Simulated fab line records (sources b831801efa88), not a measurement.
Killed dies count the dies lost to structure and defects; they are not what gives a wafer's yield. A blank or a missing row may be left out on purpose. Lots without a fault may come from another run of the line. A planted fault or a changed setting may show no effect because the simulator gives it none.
Struck lot and sound lot, side by side ; flow sfq_line ; 42 steps out of a route of 325
Sound: these wafers, L403.1, L403.2, L403.4. Struck: wafer L416.2 (left out: L416.1, L416.3 of the same lot, which were not struck); the cause appears at the end.
For every step that has rows: the tool of each side, followed by ch and its chambers, followed by its first start. Under that, the readings that differ: sound wafers ; struck wafers ; difference of the means ; sigmas: that difference in standard deviations of wafers without a fault.
alike: same words and numbers on both sides, and readings whose means sit less than 2 such deviations apart. not compared: any withheld reading, any reading some wafer has no value for, any bound like >300 that may hide the same value, and any number with overlapping values for which the record gives no deviation.
A row with sigmas, a row that says differs or no value, or rows on one side alone: a step with any of these is where the two part. Non-overlapping numbers with no deviation appear without sigmas and do not part them. Lack of a reading on every wafer of one side parts them only where that side has two or more wafers.

first, 6 steps without rows for these wafers: SFQ_TRILAYER_I0_VIA_LITHO_COAT_036 (resist thk 62 nm); SFQ_TRILAYER_I0_VIA_LITHO_COAT_031 (resist thk 650 nm); SFQ_TRILAYER_I0_VIA_LITHO_SOFTBAKE_035; SFQ_TRILAYER_I0_VIA_LITHO_EXPOSE_032 (exposes mask I0, target cd 500 nm); SFQ_TRILAYER_I0_VIA_LITHO_PEB_034 (peb time 60 s); SFQ_TRILAYER_I0_VIA_LITHO_DEVELOP_033 (time 60 s).
SFQ_I0_OVL_MEAS_908:
  sound: overlay-01 at day 17 09:20; struck: overlay-02 at day 23 20:17
  alike: I0_OVL
then, 2 steps without rows for these wafers: SFQ_TRILAYER_I0_VIA_BARC_OPEN_VIA_ETCH_046 (etches BARC in O2, target depth 125 nm, time 41.7 s); SFQ_TRILAYER_I0_VIA_ETCH_VIA_ETCH_034 (etches SiO2 in CHF3, stops on Nb, target depth 260 nm).
SFQ_TRILAYER_I0_VIA_STRIP_STRIP_035: strips in O2.
  sound on rie_metal-04 ch 0,1, day 17 09:31; struck on rie_metal-02 ch 0, day 23 20:28
reading;sound;struck;difference;sigmas
drypump_motor_current_A (A);5.35 5.17 5.17;5.98;+0.75;+3
  alike: oes_product_au
  not compared: rf_hours_counter_h
then, 2 steps without rows for these wafers: SFQ_TRILAYER_I0_VIA_STRIP_SOLV_CLEAN_036 (cleans in NMP, time 600 s); SFQ_TRILAYER_M1_DEP_PRE_CLEAN_038 (time 22.5 s).
SFQ_TRILAYER_M1_DEP_SPUTTER_037: material Nb, target thk 200 nm, time 133.3 s.
  sound: pvd_sputter-04 at day 17 10:20; struck: pvd_sputter-04 at day 23 21:16
reading;sound;struck;difference;sigmas
model.Nb_of_TRILAYER_M1_DEP_SPUTTER_037.thk_nm (nm);200.7 203.3 201.6;182.5;-19.4;
  alike: throttle_valve_pct
SFQ_M1_RS_MEAS_909: the measuring method here is four-point-probe.
  sound: film_metro-04 at day 17 10:25; struck: film_metro-01 at day 23 21:22
reading;sound;struck;difference;sigmas
M1_NB_RS (ohm/sq);0.887 0.877 0.884;0.977;+0.094;+10
then, 6 steps without rows for these wafers: SFQ_TRILAYER_M1_LITHO_COAT_044 (resist thk 62 nm); SFQ_TRILAYER_M1_LITHO_COAT_039 (resist thk 600 nm); SFQ_TRILAYER_M1_LITHO_SOFTBAKE_043; SFQ_TRILAYER_M1_LITHO_EXPOSE_040 (exposes mask M1, target cd 500 nm); SFQ_TRILAYER_M1_LITHO_PEB_042 (peb time 60 s); SFQ_TRILAYER_M1_LITHO_DEVELOP_041 (time 60 s).
-- the record jumps here: 7 days lie between the struck wafers' starts before and after --
SFQ_M1_OVL_MEAS_911:
  sound: overlay-01 at day 24 04:41; struck: overlay-02 at day 30 10:20
  alike: M1_OVL
then, 1 step without rows for these wafers: SFQ_TRILAYER_M1_BARC_OPEN_METAL_ETCH_054 (etches BARC in O2, target depth 125 nm, time 41.7 s).
SFQ_TRILAYER_M1_ETCH_METAL_ETCH_042: etches Nb in Cl2/Ar, stops on SiO2, target depth 240 nm, time 120 s.
  sound on rie_metal-01 ch 0,1, day 24 04:47; struck on rie_metal-01 ch 1, day 30 10:25
reading;sound;struck;difference;sigmas
oes_product_au (a.u.);0.900 0.902 0.895;0.851;-0.048;-7
  alike: drypump_motor_current_A
  not compared: rf_hours_counter_h
SFQ_TRILAYER_M1_STRIP_STRIP_043: strips in O2.
  sound on rie_metal-01 ch 0,1, day 24 04:54; struck on rie_metal-01 ch 1, day 30 10:33
  alike: drypump_motor_current_A, oes_product_au
  not compared: rf_hours_counter_h
then, 1 step without rows for these wafers: SFQ_TRILAYER_M1_STRIP_SOLV_CLEAN_044 (cleans in NMP, time 600 s).
SFQ_TRILAYER_I1_DEP_PECVD_045: deposits SiO2 from SiH4/N2O, time 111.11 s, target thk 500 nm.
  sound on pecvd-03 ch 1,2, day 24 05:41; struck on pecvd-03 ch 2, day 30 11:19
  alike: heater_power_w, throttle_valve_pct
then, 1 step without rows for these wafers: SFQ_TRILAYER_I1_CMP_CMP_046 (polishes SiO2).
SFQ_I1_BOW_MEAS_912:
  sound: film_metro-03 at day 24 08:45; struck: film_metro-03 at day 30 15:44
  alike: I1_BOW
then, 7 steps without rows for these wafers: SFQ_TRILAYER_I1_METRO_MEASURE_047; SFQ_TRILAYER_I1_VIA_LITHO_COAT_054 (resist thk 62 nm); SFQ_TRILAYER_I1_VIA_LITHO_COAT_049 (resist thk 650 nm); SFQ_TRILAYER_I1_VIA_LITHO_SOFTBAKE_053; SFQ_TRILAYER_I1_VIA_LITHO_EXPOSE_050 (exposes mask I1, target cd 500 nm); SFQ_TRILAYER_I1_VIA_LITHO_PEB_052 (peb time 60 s); SFQ_TRILAYER_I1_VIA_LITHO_DEVELOP_051 (time 60 s).
-- the record jumps here: 6 days lie between the struck wafers' starts before and after --
SFQ_I1_OVL_MEAS_913:
  sound: overlay-02 at day 30 21:08; struck: overlay-02 at day 36 15:53
  alike: I1_OVL
then, 1 step without rows for these wafers: SFQ_TRILAYER_I1_VIA_BARC_OPEN_VIA_ETCH_071 (etches BARC in O2, target depth 125 nm, time 41.7 s).
SFQ_TRILAYER_I1_VIA_ETCH_VIA_ETCH_052: etches SiO2 in CHF3, stops on Nb, target depth 260 nm.
  sound on rie_diel-02 ch 1,2,3, day 30 21:12; struck on rie_diel-03 ch 1, day 36 15:58
  alike: drypump_motor_current_A, oes_product_au
SFQ_TRILAYER_I1_VIA_STRIP_STRIP_053: strips in O2.
  sound on rie_metal-01 ch 0,1, day 30 21:19; struck on rie_metal-03 ch 1, day 36 16:05
  alike: drypump_motor_current_A, oes_product_au
  not compared: rf_hours_counter_h
then, 2 steps without rows for these wafers: SFQ_TRILAYER_I1_VIA_STRIP_SOLV_CLEAN_054 (cleans in NMP, time 600 s); SFQ_TRILAYER_M2_DEP_PRE_CLEAN_056 (time 22.5 s).
-- the record jumps here: 49 days lie between the struck wafers' starts before and after --
SFQ_M8_BOW_MEAS_951:
  sound: film_metro-04 at day 79 08:44; struck: film_metro-04 at day 86 01:25
reading;sound;struck;difference;sigmas
model.etest.m1.ohm_um;1.78 1.751 1.768;1.952;+0.186;
model.etest.i0.link_ohm;1.955 1.947 1.953;2.06;+0.11;
model.etest.i1.link_ohm;1.967 1.953 1.972;2.051;+0.087;
model.etest.m1.ohm_sq;0.8869 0.8755 0.8829;0.9756;+0.0938;
  alike: M8_BOW

## WHERE THEY PART
At SFQ_TRILAYER_I0_VIA_STRIP_STRIP_035 first; at SFQ_TRILAYER_M1_ETCH_METAL_ETCH_042 last (within this record only). Later steps at which nothing parts them and some readings are alike: SFQ_TRILAYER_M1_STRIP_STRIP_043, SFQ_TRILAYER_I1_DEP_PECVD_045, SFQ_I1_BOW_MEAS_912, SFQ_I1_OVL_MEAS_913, SFQ_TRILAYER_I1_VIA_ETCH_VIA_ETCH_052, SFQ_TRILAYER_I1_VIA_STRIP_STRIP_053, SFQ_M8_BOW_MEAS_951.

WHY: what the simulator had put in
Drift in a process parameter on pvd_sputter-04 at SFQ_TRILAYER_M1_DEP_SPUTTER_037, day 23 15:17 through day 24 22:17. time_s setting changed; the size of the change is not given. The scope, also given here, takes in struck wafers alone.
